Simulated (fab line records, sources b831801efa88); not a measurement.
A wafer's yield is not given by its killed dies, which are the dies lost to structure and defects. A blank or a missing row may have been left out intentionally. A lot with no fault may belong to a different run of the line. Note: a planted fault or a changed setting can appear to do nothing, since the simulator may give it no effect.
Struck lot and sound lot, side by side -- flow sky130 -- 17 steps out of a route of 708
Sound: the wafers L261.2, L261.3, L261.5. Wafers struck: L265.3, L265.4, L265.6. The cause is named last.
Per side, at each step with rows, come the tool, then ch with its chambers, and then its first start. Under that, the readings that differ: sound wafers -- struck wafers -- difference of the means -- sigmas: that difference in standard deviations of wafers without a fault.
alike: a reading whose means differ by less than 2 such deviations, as well as words and numbers matching on both sides. not compared: withheld readings; readings where some wafer has no value; bounds like >300 that might hide an equal value; numbers whose values overlap and for which the record gives no deviation.
Wherever a step has rows on one side only, a row that says differs or no value, or a row with sigmas, the two part there. Numbers that don't overlap but have no deviation are shown without sigmas and don't part them. Lack of a reading on every wafer of one side parts them only where that side has two or more wafers.

first, 1 step without rows for these wafers: SKY_NWELL_IMPLANT_24.
SKY_NWELL_STRIP_25: strips in O2/N2.
  sound on plasmaAsher-03 ch 0,1, day 5 07:07; struck on plasmaAsher-02 ch 0,1, day 6 07:47
  alike: drypumpMotorCurrentA, oesProductAu, stripTimeToEndpointS
  not compared: rfHoursCounterH
SKY_NWELL_TW_MEAS_26:
  sound on filmMetro-01, day 5 07:14; struck on filmMetro-01, day 6 07:53
  alike: NWELL_2_TW
then, 1 step without rows for these wafers: SKY_NWELL_CLEAN_27 (cleans in SC1/SC2, time 150 s).
SKY_NWELL_RTA_28: time 30 s.
  sound on rtpAnneal-02 ch 0, day 5 07:21; struck on rtpAnneal-02 ch 0, day 6 08:00
  alike: chamberO2Ppm, lampPowerPct, wafer_temp_C_max
SKY_NWELL_RS_MEAS_29: a four-point-probe measurement.
  sound on filmMetro-04, day 5 07:27; struck on filmMetro-04, day 6 08:07
  alike: NWELL_RS
SKY_NWELL_RS_MEAS_31: a four-point-probe measurement.
  sound on filmMetro-04, day 5 07:41; struck on filmMetro-04, day 6 08:21
  alike: PWDE_RS
then, 4 steps without rows for these wafers: SKY_VT_ADJUST_HVTP_DEHYDRATE_00 (time 60 s); SKY_VT_ADJUST_HVTP_HMDS_01 (prime time 60 s); SKY_VT_ADJUST_HVTP_COAT_02 (resist thk 1140 nm); SKY_VT_ADJUST_HVTP_SOFTBAKE_03 (time 60 s).
SKY_VT_ADJUST_HVTP_EXPOSE_04: exposes mask HVTPM, target cd 380 nm.
  sound on ilineStepper-02 ch 0, day 5 16:05; struck on ilineStepper-01 ch 0, day 6 18:38
reading,sound,struck,difference,sigmas
stageVelMmS (mm/s),499.74 499.49 499.66,500.24 500.31 500.34,+0.67,+3
model.VT_ADJUST_HVTP.overlayXNm (nm),-0.3437 -0.3437 -0.3437,-134.6 -134.6 -134.6,-134.3,
  alike: mask
then, 2 steps without rows for these wafers: SKY_VT_ADJUST_HVTP_PEB_05; SKY_VT_ADJUST_HVTP_DEVELOP_06 (develop time 60 s).
SKY_VT_ADJUST_HVTP_CD_MEAS_07: target cd 380 nm.
  sound on cdSem-01, day 5 23:37; struck on cdSem-01, day 7 03:59
  alike: cdNm
SKY_VT_ADJUST_HVTP_OVL_MEAS_08:
  sound on overlay-01, day 5 23:43; struck on overlay-02, day 7 04:16
reading,sound,struck,difference,sigmas
VT_ADJUST_HVTP_OVL (nm),-0.2 -0.4 0.0,-133.9 -136.9 -133.4,-134.5,-99 or more
  not compared: hold
next, for these wafers, 1 step has no rows: SKY_PAD_OPEN_PROBE_99.

== WHERE THEY PART ==
First at SKY_VT_ADJUST_HVTP_EXPOSE_04; last, within this record, at SKY_VT_ADJUST_HVTP_OVL_MEAS_08.

WHY: what had been put in by the simulator
Scanner matching overlay: ilineStepper-01, from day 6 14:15 on, at SKY_VT_ADJUST_HVTP_EXPOSE_04. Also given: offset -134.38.
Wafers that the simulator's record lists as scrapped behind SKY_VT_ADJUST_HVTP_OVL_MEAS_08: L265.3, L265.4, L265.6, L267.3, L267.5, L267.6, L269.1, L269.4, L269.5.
